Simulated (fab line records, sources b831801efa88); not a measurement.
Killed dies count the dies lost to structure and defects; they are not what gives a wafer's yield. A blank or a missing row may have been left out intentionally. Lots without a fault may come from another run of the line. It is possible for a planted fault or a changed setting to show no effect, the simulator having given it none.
Which tool did it? | flow sky130 | 27 wafers from 9 lots sampled at 6 of the route's 708 steps

WHAT THE GAUGES SHOWED, per wafer
SKY_METAL5_RS_MEAS_05: a four-point-probe measurement. Usual: METAL5_ALCU_RS 0.02704 ohm/sq, standard deviation 0.00026.
lot  | measured     | on           | METAL5_ALCU_RS (ohm/sq)                         | flag
L426 | day 43 20:32 | filmMetro-03 | 0.02732 0.02736 0.02719                         | 
L430 | day 44 17:47 | filmMetro-03 | 0.02724 0.02738 0.02737                         | 
L431 | day 45 01:44 | filmMetro-02 | 0.02716 0.027 0.0269                            | 
L437 | day 46 13:45 | filmMetro-02 | 0.02707 0.0268 0.02678                          | 
L440 | day 47 02:25 | filmMetro-02 | 0.02685 0.02679 0.02656                         | 
L442 | day 47 11:05 | filmMetro-03 | 0.03252 0.03242 0.03302 0.03243 0.03239 0.03303 | OFF
L443 | day 48 05:44 | filmMetro-03 | 0.02696 0.02714 0.02705                         | 
L445 | day 48 08:38 | filmMetro-04 | 0.0335 0.03297 0.03249 0.03341 0.03297 0.0325   | OFF
L444 | day 48 10:27 | filmMetro-04 | 0.02682 0.02707 0.02693                         | 

SKY_METAL5_THK_MEAS_06: measures by xrf. Usual: METAL5_ALCU_THK 1167 nm, standard deviation 13.
lot  | measured     | on           | METAL5_ALCU_THK (nm)        | flag
L426 | day 43 20:37 | filmMetro-03 | 1152 1152 1158              | 
L430 | day 44 17:55 | filmMetro-03 | 1160 1147 1153              | 
L431 | day 45 01:51 | filmMetro-02 | 1168 1171 1172              | 
L437 | day 46 13:52 | filmMetro-02 | 1169 1175 1174              | 
L440 | day 47 02:32 | filmMetro-02 | 1175 1173 1182              | 
L442 | day 47 14:15 | filmMetro-03 | 1010 1003 990 1013 1009 993 | OFF
L443 | day 48 05:51 | filmMetro-03 | 1174 1162 1171              | 
L445 | day 48 11:22 | filmMetro-04 | 979 991 1011 984 989 1006   | OFF
L444 | day 48 10:34 | filmMetro-04 | 1168 1166 1173              | 

WHICH TOOL RAN EACH LOT (tool, then ch and the chambers of the sampled wafers, then the start)
lot  | SKY_CAP2M_STRIP_14                  | SKY_METAL4_METAL_ETCH_18         | SKY_METAL5_SPUTTER_00       | SKY_METAL5_SPUTTER_02
L426 | plasmaAsher-03 ch 0,1, day 41 17:52 | rieMetal-02 ch 0,1, day 42 18:02 | pvdSputter-03, day 43 20:18 | pvdSputter-03, day 43 20:21
L430 | plasmaAsher-01 ch 0,1, day 42 17:53 | rieMetal-04 ch 0,1, day 43 16:16 | pvdSputter-02, day 44 17:37 | pvdSputter-02, day 44 17:40
L431 | plasmaAsher-03 ch 0,1, day 43 01:47 | rieMetal-03 ch 0,1, day 44 01:23 | pvdSputter-02, day 45 01:34 | pvdSputter-02, day 45 01:37
L437 | plasmaAsher-01 ch 0,1, day 44 15:56 | rieMetal-03 ch 0,1, day 45 14:34 | pvdSputter-02, day 46 13:35 | pvdSputter-02, day 46 13:38
L440 | plasmaAsher-03 ch 0,1, day 45 05:44 | rieMetal-03 ch 0,1, day 46 03:58 | pvdSputter-04, day 47 02:14 | pvdSputter-04, day 47 02:17
L442 | plasmaAsher-01 ch 0,1, day 45 14:26 | rieMetal-03 ch 0,1, day 46 11:52 | pvdSputter-02, day 47 10:54 | pvdSputter-02, day 47 10:57
L443 | plasmaAsher-03 ch 0, day 46 11:20   | rieMetal-02 ch 0,1, day 47 08:25 | pvdSputter-04, day 48 05:34 | pvdSputter-04, day 48 05:37
L445 | plasmaAsher-02 ch 0,1, day 46 13:11 | rieMetal-03 ch 1, day 47 10:53   | pvdSputter-02, day 48 08:28 | pvdSputter-02, day 48 08:31
L444 | plasmaAsher-02 ch 0,1, day 46 16:11 | rieMetal-04 ch 0,1, day 47 13:04 | pvdSputter-03, day 48 10:16 | pvdSputter-03, day 48 10:19
- SKY_CAP2M_STRIP_14: strips in O2/N2.
- SKY_METAL4_METAL_ETCH_18: etches the open film in Cl2/BCl3, stops on SiO2, target depth 845 nm, time 183.1 s.
- SKY_METAL5_SPUTTER_00: material Ti, target thk 15 nm, time 10 s.
- SKY_METAL5_SPUTTER_02: material AlCu, target thk 1150 nm, time 61.2 s.

AS READ BY THE TOOLS THEMSELVES (means over the sampled wafers that have a number; for cases with no such wafer, the mark the record gives instead)
SKY_CAP2M_STRIP_14. Usual: drypumpMotorCurrentA 5.5 A, standard deviation 0.57; oesProductAu 0.710 a.u., standard deviation 0.0045; stripTimeToEndpointS 12.66 s, standard deviation 0.038.
lot  | tool           | drypumpMotorCurrentA (A) | oesProductAu (a.u.) | stripTimeToEndpointS (s) | flag
L426 | plasmaAsher-03 | 5.3                      | 0.715               | 12.62                    | 
L430 | plasmaAsher-01 | 5.2                      | 0.713               | 12.61                    | 
L431 | plasmaAsher-03 | 5.6                      | 0.714               | 12.63                    | 
L437 | plasmaAsher-01 | 5.2                      | 0.709               | 12.64                    | 
L440 | plasmaAsher-03 | 5.6                      | 0.709               | 12.65                    | 
L442 | plasmaAsher-01 | 5.2                      | 0.706               | 12.64                    | 
L443 | plasmaAsher-03 | 5.0                      | 0.710               | 12.65                    | 
L445 | plasmaAsher-02 | 6.3                      | 0.707               | 12.67                    | 
L444 | plasmaAsher-02 | 5.8                      | 0.708               | 12.69                    | 

SKY_METAL4_METAL_ETCH_18. Usual: drypumpMotorCurrentA 5.8 A, standard deviation 0.52; oesProductAu 0.865 a.u., standard deviation 0.0071; throttleValvePct 22.264 %, standard deviation 0.01.
lot  | tool        | drypumpMotorCurrentA (A) | oesProductAu (a.u.) | throttleValvePct (%) | flag
L426 | rieMetal-02 | 6.5                      | 0.869               | 22.270               | 
L430 | rieMetal-04 | 5.6                      | 0.862               | 22.263               | 
L431 | rieMetal-03 | 5.7                      | 0.867               | 22.259               | 
L437 | rieMetal-03 | 5.4                      | 0.860               | 22.262               | 
L440 | rieMetal-03 | 5.7                      | 0.867               | 22.260               | 
L442 | rieMetal-03 | 5.7                      | 0.861               | 22.264               | 
L443 | rieMetal-02 | 6.4                      | 0.868               | 22.266               | 
L445 | rieMetal-03 | 6.0                      | 0.862               | 22.274               | 
L444 | rieMetal-04 | 5.8                      | 0.873               | 22.264               | 

SKY_METAL5_SPUTTER_00. Usual: throttleValvePct reads 30.1 % (standard deviation 0.69).
lot  | tool          | throttleValvePct (%) | flag
L426 | pvdSputter-03 | 30.2                 | 
L430 | pvdSputter-02 | 30.7                 | 
L431 | pvdSputter-02 | 30.2                 | 
L437 | pvdSputter-02 | 29.8                 | 
L440 | pvdSputter-04 | 29.3                 | 
L442 | pvdSputter-02 | 30.6                 | 
L443 | pvdSputter-04 | 29.7                 | 
L445 | pvdSputter-02 | 30.3                 | 
L444 | pvdSputter-03 | 29.9                 | 

SKY_METAL5_SPUTTER_02. Usual: throttleValvePct reads 30.1 % (standard deviation 0.68).
lot  | tool          | throttleValvePct (%) | flag
L426 | pvdSputter-03 | 30.2                 | 
L430 | pvdSputter-02 | 30.6                 | 
L431 | pvdSputter-02 | 30.3                 | 
L437 | pvdSputter-02 | 30.3                 | 
L440 | pvdSputter-04 | 29.3                 | 
L442 | pvdSputter-02 | 30.5                 | 
L443 | pvdSputter-04 | 30.0                 | 
L445 | pvdSputter-02 | 30.1                 | 
L444 | pvdSputter-03 | 30.0                 | 

THE ANSWER, worked out from the rows above alone
Rule: a lot counts as off when the mean over its wafers that have a number is more than 3 standard deviations away from the usual mean. A lot without any number at a reading at which 4 lots or more have one is off too. Where the step has rows for the other lots, those lots are counted as sound. The gauges are gone through in route order, then the tools' own readings, and for those a lot's mean is taken as printed above. At the first step where some lot is off, the reading lying furthest off is the one used; lots without a number count as furthest.
Off: L442, L445, seen at SKY_METAL5_RS_MEAS_05 (METAL5_ALCU_RS).
If a tool, at a process step before that reading, ran all the lots that are off and no sound lot after the first of them, it fits. The gauges at SKY_METAL5_RS_MEAS_05 are tried like those tools. Undecided on this evidence; 2 tools fit (rieMetal-03 at SKY_METAL4_METAL_ETCH_18, pvdSputter-02 at SKY_METAL5_SPUTTER_00 and SKY_METAL5_SPUTTER_02).

WHAT HAD BEEN PUT IN BY THE SIMULATOR
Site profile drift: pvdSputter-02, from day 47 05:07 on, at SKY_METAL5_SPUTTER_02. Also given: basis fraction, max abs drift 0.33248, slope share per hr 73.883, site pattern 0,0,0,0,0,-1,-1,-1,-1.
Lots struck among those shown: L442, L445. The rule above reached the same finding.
